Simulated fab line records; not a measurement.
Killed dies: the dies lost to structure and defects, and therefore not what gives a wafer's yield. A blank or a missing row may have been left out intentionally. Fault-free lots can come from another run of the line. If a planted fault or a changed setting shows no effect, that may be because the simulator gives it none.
fab line records    flow sky130
record lots=24  wafers=72  lastDay=50
route steps=708 shown CONTACT@411 VIA1@479 METAL4@601 VIA4@641 METAL5@666 PASSIVATION@684
lots untouched by any fault: they come from a run of this same line in which no faults occurred
startH: start of the lot's first displayed wafer, in hours after the record's first day    waitH: time in hours since the lot's previous step    " repeats the value in the row above    L1.1+2: a single row standing in for several wafers    - no value, or no start was given    * or withheld: withheld    < > ~ a bound
route shown NAME@n: NAME is a module with steps in the file, n the number in the route of the first one    usual: mean/standard deviation taken from wafers without a fault    same: alike in all rows    chamber/n: place in a boat    sites: per-site readings    _std_site: the values' standard deviation    _edge_site: the outer-site mean with the inner-site mean subtracted    radiusMm: for every site, how far away it sits from the centre of the wafer    mask NAME#n: copy n    behind: the last tool/chamber to shape the wafer    hold: what put the lot on hold/how long, in hours/how the hold closed    device: which transistor (n, p or np) failed to switch    end of line: at the end of the route, the tests of the same wafers    a step with no rows: only its recipe    killed: not the wafer's yield, but the dies lost to structure and defects at the first sort    map: dies across one wafer; x = killed, . = not, _ = none there
set.NAME: the run value of the setting; set.NAME@STEP: its run value at that earlier step    model.NAME: the simulator's own value behind a step, which no gauge read
a sample of lots followed through the steps of the route, with each step as a table and each wafer as a row
services: from which hour (startH, from the record's first day; less than 0 if before it) a tool's chamber was out of use, for how many hours, and why
## steps
# step SKY_CONTACT_BOW_MEAS_05
# recipe mode=bow
# usual CONTACT_BOW=83/6.7
lot.wafer  tool          chamber  startH  waitH  CONTACT_BOW[um]
L074.1     filmMetro-04  -        694.04  0.2    85
L074.2     "             -        "       "      79
L074.5     "             -        "       "      89
L075.2     filmMetro-03  -        706.27  0.2    86
L075.3     "             -        "       "      80
L075.5     "             -        "       "      87
L076.2     filmMetro-03  -        719.46  0.2    93
L076.4     "             -        "       "      78
L076.6     "             -        "       "      82
L077.1     filmMetro-04  -        727.05  0.1    77
L077.2     "             -        "       "      76
L077.3     "             -        "       "      86
L079.2     filmMetro-02  -        731.03  0.2    78
L079.4     "             -        "       "      81
L079.5     "             -        "       "      82
L078.2     filmMetro-02  -        737.22  0.1    84
L078.4     "             -        "       "      78
L078.6     "             -        "       "      88
L080.2     filmMetro-04  -        751.04  0.3    78
L080.3     "             -        "       "      99
L080.4     "             -        "       "      81
L081.1     filmMetro-04  -        762.25  0.2    76
L081.3     "             -        "       "      77
L081.4     "             -        "       "      78
L082.1     filmMetro-02  -        763.76  0.1    83
L082.2     "             -        "       "      98
L082.5     "             -        "       "      88
L083.1     filmMetro-03  -        769.25  0.1    73
L083.2     "             -        "       "      74
L083.4     "             -        "       "      92
L084.1     filmMetro-03  -        784.75  0.1    83
L084.3     "             -        "       "      86
L084.5     "             -        "       "      86
L085.1     filmMetro-04  -        791.62  0.1    81
L085.4     "             -        "       "      92
L085.5     "             -        "       "      81
L086.2     filmMetro-03  -        798.38  0.2    94
L086.5     "             -        "       "      86
L086.6     "             -        "       "      91
L087.3     filmMetro-02  -        799.35  0.2    88
L087.5     "             -        "       "      89
L087.6     "             -        "       "      102
L088.1     filmMetro-04  -        814.68  0.2    82
L088.4     "             -        "       "      76
L088.6     "             -        "       "      84
L089.2     filmMetro-04  -        816.55  0.1    80
L089.4     "             -        "       "      79
L089.6     "             -        "       "      76
L090.1     filmMetro-02  -        836.38  0.1    76
L090.2     "             -        "       "      84
L090.6     "             -        "       "      74
L091.1     filmMetro-03  -        839.70  0.1    86
L091.2     "             -        "       "      80
L091.3     "             -        "       "      90
L092.1     filmMetro-04  -        840.00  0.1    80
L092.3     "             -        "       "      77
L092.4     "             -        "       "      85
L093.2     filmMetro-04  -        848.06  0.1    83
L093.3     "             -        "       "      72
L093.4     "             -        "       "      78
L094.2     filmMetro-02  -        859.80  0.1    77
L094.3     "             -        "       "      76
L094.5     "             -        "       "      79
L096.1     filmMetro-04  -        867.63  0.1    90
L096.3     "             -        "       "      85
L096.5     "             -        "       "      87
L095.1     filmMetro-03  -        872.90  0.1    84
L095.2     "             -        "       "      79
L095.4     "             -        "       "      82
L097.1     filmMetro-02  -        881.93  0.1    76
L097.4     "             -        "       "      76
L097.6     "             -        "       "      87
# step SKY_VIA1_CVD_21
# recipe material=W  targetThkNm=270  timeS=80.902  tempC=400  pressureTorr=40
# usual heaterPowerW=861/87
lot.wafer  tool     chamber  startH  waitH  heaterPowerW
L074.1     cvdW-02  0        781.20  0.0    909
L074.2     "        1        "       "      1013
L074.5     "        0        "       "      951
L075.2     cvdW-01  0        792.01  0.0    751
L075.3     "        0        "       "      760
L075.5     "        1        "       "      864
L076.2     cvdW-01  0        805.23  0.0    758
L076.4     "        0        "       "      773
L076.6     "        0        "       "      761
L077.1     cvdW-01  1        811.32  0.0    852
L077.2     "        0        "       "      758
L077.3     "        1        "       "      868
L079.2     cvdW-01  0        817.42  0.0    765
L079.4     "        0        "       "      755
L079.5     "        1        "       "      844
L078.2     cvdW-01  0        821.41  0.0    765
L078.4     "        1        "       "      847
L078.6     "        0        "       "      757
L080.2     cvdW-02  0        834.29  0.0    936
L080.3     "        1        "       "      1038
L080.4     "        0        "       "      938
L081.1     cvdW-02  1        845.97  0.0    1020
L081.3     "        1        "       "      1015
L081.4     "        0        "       "      934
L082.1     cvdW-01  1        849.12  0.0    841
L082.2     "        0        "       "      768
L082.5     "        0        "       "      776
L083.1     cvdW-02  0        853.51  0.0    932
L083.2     "        1        "       "      1026
L083.4     "        1        "       "      1000
L084.1     cvdW-01  1        867.38  0.0    847
L084.3     "        0        "       "      753
L084.5     "        1        "       "      870
L085.1     cvdW-01  1        874.73  0.0    877
L085.4     "        1        "       "      846
L085.5     "        0        "       "      731
L086.2     cvdW-02  0        881.61  0.0    911
L086.5     "        0        "       "      971
L086.6     "        1        "       "      1032
L087.3     cvdW-01  0        882.22  0.1    779
L087.5     "        1        "       "      870
L087.6     "        0        "       "      748
L088.1     cvdW-01  0        896.38  0.0    762
L088.4     "        0        "       "      774
L088.6     "        0        "       "      768
L089.2     cvdW-01  1        898.34  0.0    853
L089.4     "        1        "       "      880
L089.6     "        1        "       "      877
L090.1     cvdW-01  0        914.28  0.0    757
L090.2     "        1        "       "      866
L090.6     "        0        "       "      787
L091.1     cvdW-01  1        916.70  0.1    856
L091.2     "        0        "       "      747
L091.3     "        0        "       "      761
L092.1     cvdW-02  0        918.92  0.0    913
L092.3     "        0        "       "      912
L092.4     "        1        "       "      957
L093.2     cvdW-01  0        926.63  0.0    756
L093.3     "        1        "       "      846
L093.4     "        0        "       "      759
L094.2     cvdW-02  0        938.11  0.0    899
L094.3     "        0        "       "      926
L094.5     "        1        "       "      974
L096.1     cvdW-02  1        945.33  0.0    968
L096.3     "        1        "       "      976
L096.5     "        0        "       "      889
L095.1     cvdW-01  1        951.78  0.0    852
L095.2     "        0        "       "      774
L095.4     "        0        "       "      752
L097.1     cvdW-01  1        960.44  0.0    843
L097.4     "        1        "       "      851
L097.6     "        1        "       "      850
# step SKY_METAL4_SPUTTER_03
# recipe material=Ti  targetThkNm=5  powerW=3000  timeS=3.3  chamberPressurePa=0.4
# usual throttleValvePct=30.1/1.3
lot.wafer  tool           chamber  startH   waitH  throttleValvePct
L074.1     pvdSputter-03  -        917.33   0.0    31.0
L074.2     "              -        "        "      32.2
L074.5     "              -        "        "      31.0
L075.2     pvdSputter-04  -        929.48   0.0    29.7
L075.3     "              -        "        "      31.0
L075.5     "              -        "        "      29.2
L076.2     pvdSputter-03  -        940.45   0.0    32.2
L076.4     "              -        "        "      32.3
L076.6     "              -        "        "      28.5
L077.1     pvdSputter-03  -        944.49   0.0    30.7
L077.2     "              -        "        "      28.6
L077.3     "              -        "        "      32.4
L079.2     pvdSputter-04  -        957.43   0.0    29.5
L079.4     "              -        "        "      30.9
L079.5     "              -        "        "      31.2
L078.2     pvdSputter-02  -        957.55   0.0    29.5
L078.4     "              -        "        "      28.7
L078.6     "              -        "        "      28.7
L080.2     pvdSputter-02  -        966.07   0.0    28.1
L080.3     "              -        "        "      31.5
L080.4     "              -        "        "      29.0
L081.1     pvdSputter-03  -        977.77   0.0    30.8
L081.3     "              -        "        "      28.1
L081.4     "              -        "        "      30.8
L082.1     pvdSputter-03  -        979.32   0.0    30.6
L082.2     "              -        "        "      30.9
L082.5     "              -        "        "      30.6
L083.1     pvdSputter-03  -        984.72   0.0    30.7
L083.2     "              -        "        "      32.1
L083.4     "              -        "        "      31.2
L084.1     pvdSputter-03  -        999.32   0.0    30.7
L084.3     "              -        "        "      30.8
L084.5     "              -        "        "      28.2
L085.1     pvdSputter-04  -        1005.03  0.0    30.5
L085.4     "              -        "        "      31.2
L085.5     "              -        "        "      30.8
L086.2     pvdSputter-02  -        1010.35  0.0    28.3
L086.5     "              -        "        "      29.0
L086.6     "              -        "        "      31.8
L087.3     pvdSputter-04  -        1012.87  0.0    29.7
L087.5     "              -        "        "      30.5
L087.6     "              -        "        "      29.7
L088.1     pvdSputter-03  -        1025.03  0.0    30.6
L088.4     "              -        "        "      28.7
L088.6     "              -        "        "      28.5
L089.2     pvdSputter-02  -        1025.38  0.0    31.7
L089.4     "              -        "        "      29.1
L089.6     "              -        "        "      27.8
L090.1     pvdSputter-02  -        1040.87  0.0    28.8
L090.2     "              -        "        "      29.1
L090.6     "              -        "        "      28.9
L091.1     pvdSputter-04  -        1043.47  0.0    30.5
L091.2     "              -        "        "      31.0
L091.3     "              -        "        "      29.5
L092.1     pvdSputter-03  -        1045.71  0.0    30.6
L092.3     "              -        "        "      31.1
L092.4     "              -        "        "      32.4
L093.2     pvdSputter-02  -        1051.45  0.0    28.5
L093.3     "              -        "        "      29.1
L093.4     "              -        "        "      31.7
L094.2     pvdSputter-04  -        1062.10  0.0    31.0
L094.3     "              -        "        "      29.4
L094.5     "              -        "        "      31.0
L096.1     pvdSputter-03  -        1068.64  0.0    32.2
L096.3     "              -        "        "      30.5
L096.5     "              -        "        "      28.6
L095.1     pvdSputter-03  -        1075.25  0.0    28.3
L095.2     "              -        "        "      32.2
L095.4     "              -        "        "      28.6
L097.1     pvdSputter-03  -        1081.96  0.0    32.3
L097.4     "              -        "        "      31.1
L097.6     "              -        "        "      30.4
# step SKY_VIA4_CMP_02
# recipe material=SiO2  downForcePsi=4  platenRpm=60  padVelocityMS=0.94248
# usual motorCurrentA=11.4/1
lot.wafer  tool    chamber  startH   waitH  motorCurrentA
L074.2     cmp-02  1        967.98   0.1    10.4
L074.1     "       2        "        "      12.3
L074.5     "       0        "        "      11.7
L075.3     cmp-02  2        979.76   0.1    12.1
L075.2     "       3        "        "      11.5
L075.5     "       1        "        "      10.1
L076.4     cmp-02  1        990.14   0.0    10.5
L076.2     "       2        "        "      12.7
L076.6     "       1        "        "      9.5
L077.2     cmp-01  0        993.40   0.1    12.4
L077.3     "       1        "        "      11.3
L077.1     "       2        "        "      10.7
L079.4     cmp-02  2        1005.93  0.1    12.5
L079.2     "       0        "        "      11.5
L079.5     "       2        "        "      13.4
L078.4     cmp-01  2        1007.01  0.0    10.4
L078.2     "       1        "        "      12.2
L078.6     "       2        "        "      11.0
L080.4     cmp-02  1        1015.51  0.0    10.0
L080.3     "       2        "        "      12.8
L080.2     "       3        "        "      11.2
L081.1     cmp-02  3        1025.80  0.1    11.0
L081.4     "       1        "        "      10.2
L081.3     "       2        "        "      12.4
L082.2     cmp-01  0        1029.00  0.0    12.7
L082.1     "       2        "        "      10.5
L082.5     "       1        "        "      11.4
L083.2     cmp-01  0        1033.87  0.0    13.2
L083.1     "       1        "        "      11.8
L083.4     "       2        "        "      11.0
L084.3     cmp-02  0        1047.12  0.1    11.2
L084.1     "       2        "        "      12.5
L084.5     "       3        "        "      11.6
L085.1     cmp-01  1        1052.87  0.1    12.3
L085.4     "       2        "        "      11.1
L085.5     "       2        "        "      10.4
L086.2     cmp-02  1        1057.93  0.0    10.0
L086.5     "       1        "        "      10.3
L086.6     "       2        "        "      12.9
L087.3     cmp-01  1        1060.05  0.1    12.0
L087.6     "       0        "        "      13.2
L087.5     "       1        "        "      11.3
L088.1     cmp-01  2        1070.87  0.1    10.8
L088.4     "       0        "        "      13.1
L088.6     "       2        "        "      10.2
L089.2     cmp-02  0        1071.54  0.0    11.6
L089.4     "       1        "        "      10.0
L089.6     "       0        "        "      11.3
L090.1     cmp-01  2        1086.21  0.1    10.9
L090.2     "       3        "        "      11.0
L090.6     "       0        "        "      12.8
L091.2     cmp-02  1        1088.20  0.0    10.5
L091.3     "       2        "        "      12.0
L091.1     "       0        "        "      11.4
L092.3     cmp-01  1        1090.17  0.0    10.8
L092.1     "       3        "        "      9.8
L092.4     "       0        "        "      13.2
L093.3     cmp-01  0        1094.75  0.0    12.5
L093.2     "       2        "        "      11.0
L093.4     "       3        "        "      10.3
L094.2     cmp-02  3        1105.26  0.2    10.7
L094.3     "       1        "        "      10.6
L094.5     "       3        "        "      10.5
L096.1     cmp-02  3        1111.87  0.1    11.1
L096.3     "       1        "        "      10.1
L096.5     "       2        "        "      13.2
L095.4     cmp-01  0        1118.09  0.1    12.8
L095.2     "       1        "        "      11.5
L095.1     "       2        "        "      10.6
L097.4     cmp-02  2        1124.11  0.1    12.4
L097.1     "       3        "        "      10.7
L097.6     "       1        "        "      10.1
# step SKY_METAL5_RS_MEAS_05
# recipe thkMeasGauge=four-point-probe  reads=TiN_of_METAL5_SPUTTER_04+Ti_of_METAL5_SPUTTER_03+AlCu_of_METAL5_SPUTTER_02+TiN_of_METAL5_SPUTTER_01+Ti_of_METAL5_SPUTTER_00
# usual METAL5_ALCU_RS=0.0270/0.00033
lot.wafer  tool          chamber  startH   waitH  METAL5_ALCU_RS[ohm/sq]
L074.1     filmMetro-04  -        992.97   0.0    0.0269
L074.2     "             -        "        "      0.0269
L074.5     "             -        "        "      0.0267
L075.2     filmMetro-04  -        1005.31  0.0    0.0270
L075.3     "             -        "        "      0.0269
L075.5     "             -        "        "      0.0267
L076.2     filmMetro-01  -        1015.64  0.0    0.0271
L076.4     "             -        "        "      0.0269
L076.6     "             -        "        "      0.0273
L077.1     filmMetro-01  -        1018.23  0.0    0.0267
L077.2     "             -        "        "      0.0268
L077.3     "             -        "        "      0.0267
L079.2     filmMetro-02  -        1030.92  0.0    0.0274
L079.4     "             -        "        "      0.0274
L079.5     "             -        "        "      0.0274
L078.2     filmMetro-01  -        1031.58  0.0    0.0278
L078.4     "             -        "        "      0.0273
L078.6     "             -        "        "      0.0269
L080.2     filmMetro-01  -        1040.45  0.0    0.0271
L080.3     "             -        "        "      0.0270
L080.4     "             -        "        "      0.0268
L081.1     filmMetro-02  -        1050.70  0.0    0.0276
L081.3     "             -        "        "      0.0268
L081.4     "             -        "        "      0.0268
L082.1     filmMetro-01  -        1053.26  0.0    0.0273
L082.2     "             -        "        "      0.0271
L082.5     "             -        "        "      0.0270
L083.1     filmMetro-01  -        1058.48  0.0    0.0273
L083.2     "             -        "        "      0.0272
L083.4     "             -        "        "      0.0271
L084.1     filmMetro-01  -        1069.71  0.0    0.0267
L084.3     "             -        "        "      0.0268
L084.5     "             -        "        "      0.0268
L085.1     filmMetro-04  -        1076.37  0.0    0.0269
L085.4     "             -        "        "      0.0264
L085.5     "             -        "        "      0.0265
L086.2     filmMetro-04  -        1080.05  0.0    0.0266
L086.5     "             -        "        "      0.0268
L086.6     "             -        "        "      0.0267
L087.3     filmMetro-02  -        1082.66  0.1    0.0280
L087.5     "             -        "        "      0.0277
L087.6     "             -        "        "      0.0274
L088.1     filmMetro-02  -        1092.61  0.0    0.0273
L088.4     "             -        "        "      0.0273
L088.6     "             -        "        "      0.0275
L089.2     filmMetro-04  -        1092.93  0.0    0.0264
L089.4     "             -        "        "      0.0266
L089.6     "             -        "        "      0.0264
L090.1     filmMetro-02  -        1107.78  0.0    0.0272
L090.2     "             -        "        "      0.0274
L090.6     "             -        "        "      0.0272
L091.1     filmMetro-04  -        1110.09  0.0    0.0272
L091.2     "             -        "        "      0.0268
L091.3     "             -        "        "      0.0272
L092.1     filmMetro-01  -        1111.72  0.0    0.0268
L092.3     "             -        "        "      0.0269
L092.4     "             -        "        "      0.0270
L093.2     filmMetro-02  -        1115.70  0.0    0.0266
L093.3     "             -        "        "      0.0270
L093.4     "             -        "        "      0.0274
L094.2     filmMetro-04  -        1126.98  0.0    0.0272
L094.3     "             -        "        "      0.0270
L094.5     "             -        "        "      0.0271
L096.1     filmMetro-02  -        1132.90  0.0    0.0270
L096.3     "             -        "        "      0.0266
L096.5     "             -        "        "      0.0266
L095.1     filmMetro-01  -        1138.82  0.0    0.0264
L095.2     "             -        "        "      0.0268
L095.4     "             -        "        "      0.0267
L097.1     filmMetro-01  -        1144.67  0.0    0.0268
L097.4     "             -        "        "      0.0269
L097.6     "             -        "        "      0.0268
# step SKY_PASSIVATION_THK_MEAS_03
# recipe reads=Si3N4_of_PASSIVATION_CVD_02
# usual PASSIVATION_CVD_02_THK=540/6.6
lot.wafer  tool          chamber  startH   waitH  PASSIVATION_CVD_02_THK[nm]
L074.1     filmMetro-02  -        1017.26  -      543
L074.2     "             -        "        "      541
L074.5     "             -        "        "      550
L075.2     filmMetro-02  -        1029.58  -      542
L075.3     "             -        "        "      545
L075.5     "             -        "        "      550
L076.2     filmMetro-03  -        1039.56  -      538
L076.4     "             -        "        "      557
L076.6     "             -        "        "      545
L077.1     filmMetro-01  -        1041.89  -      534
L077.2     "             -        "        "      535
L077.3     "             -        "        "      531
L079.2     filmMetro-03  -        1054.65  -      533
L079.4     "             -        "        "      539
L079.5     "             -        "        "      544
L078.2     filmMetro-03  -        1056.31  -      539
L078.4     "             -        "        "      545
L078.6     "             -        "        "      541
L080.2     filmMetro-02  -        1063.48  -      537
L080.3     "             -        "        "      531
L080.4     "             -        "        "      545
L081.1     filmMetro-02  -        1072.91  -      544
L081.3     "             -        "        "      531
L081.4     "             -        "        "      535
L082.1     filmMetro-02  -        1076.10  -      532
L082.2     "             -        "        "      541
L082.5     "             -        "        "      540
L083.1     filmMetro-02  -        1080.05  -      534
L083.2     "             -        "        "      540
L083.4     "             -        "        "      541
L084.1     filmMetro-01  -        1091.68  -      534
L084.3     "             -        "        "      550
L084.5     "             -        "        "      542
L085.1     filmMetro-03  -        1098.11  -      532
L085.4     "             -        "        "      537
L085.5     "             -        "        "      538
L086.2     filmMetro-02  -        1102.28  -      530
L086.5     "             -        "        "      538
L086.6     "             -        "        "      539
L087.3     filmMetro-01  -        1104.07  -      530
L087.5     "             -        "        "      547
L087.6     "             -        "        "      540
L088.1     filmMetro-01  -        1113.89  -      528
L088.4     "             -        "        "      542
L088.6     "             -        "        "      538
L089.2     filmMetro-01  -        1114.21  -      538
L089.4     "             -        "        "      541
L089.6     "             -        "        "      543
L090.1     filmMetro-01  -        1127.95  -      532
L090.2     "             -        "        "      539
L090.6     "             -        "        "      543
L091.1     filmMetro-02  -        1130.10  -      532
L091.2     "             -        "        "      531
L091.3     "             -        "        "      532
L092.1     filmMetro-01  -        1132.28  -      536
L092.3     "             -        "        "      537
L092.4     "             -        "        "      552
L093.2     filmMetro-01  -        1135.57  -      546
L093.3     "             -        "        "      535
L093.4     "             -        "        "      542
L094.2     filmMetro-03  -        1146.13  -      535
L094.3     "             -        "        "      535
L094.5     "             -        "        "      548
L096.1     filmMetro-01  -        1152.62  -      534
L096.3     "             -        "        "      537
L096.5     "             -        "        "      539
L095.1     filmMetro-01  -        1157.15  -      535
L095.2     "             -        "        "      530
L095.4     "             -        "        "      531
L097.1     filmMetro-02  -        1163.56  -      538
L097.4     "             -        "        "      545
L097.6     "             -        "        "      551
## services
tool           chamber  startH   hours  kind
pvdSputter-04  -        761.27   2.8    repair
cmp-02         -        767.53   1.0    repair
cvdW-02        -        787.63   28.1   pm
cmp-02         -        806.56   2.3    repair
cmp-02         -        817.88   5.0    pm
cmp-01         -        822.86   5.5    pm
pvdSputter-03  -        838.27   1.9    repair
pvdSputter-04  -        854.01   2.2    repair
cmp-01         -        865.72   1.6    repair
cmp-01         -        868.11   0.4    repair
cvdW-02        -        904.00   14.0   pm
cvdW-01        -        904.72   0.9    repair
cmp-02         -        910.81   1.0    repair
cmp-01         -        911.95   10.2   pm
cvdW-02        -        914.44   1.3    repair
cmp-02         -        920.14   1.0    repair
cmp-01         -        922.15   4.0    pm
cmp-01         -        944.04   4.4    repair
cmp-01         -        971.26   0.4    repair
cmp-01         -        1037.66  0.2    repair
cvdW-01        -        1058.18  2.8    pm
cmp-02         -        1084.00  4.0    pm
cvdW-02        1        1120.10  5.5    repair
cmp-01         -        1121.53  0.4    repair
## key
fault none
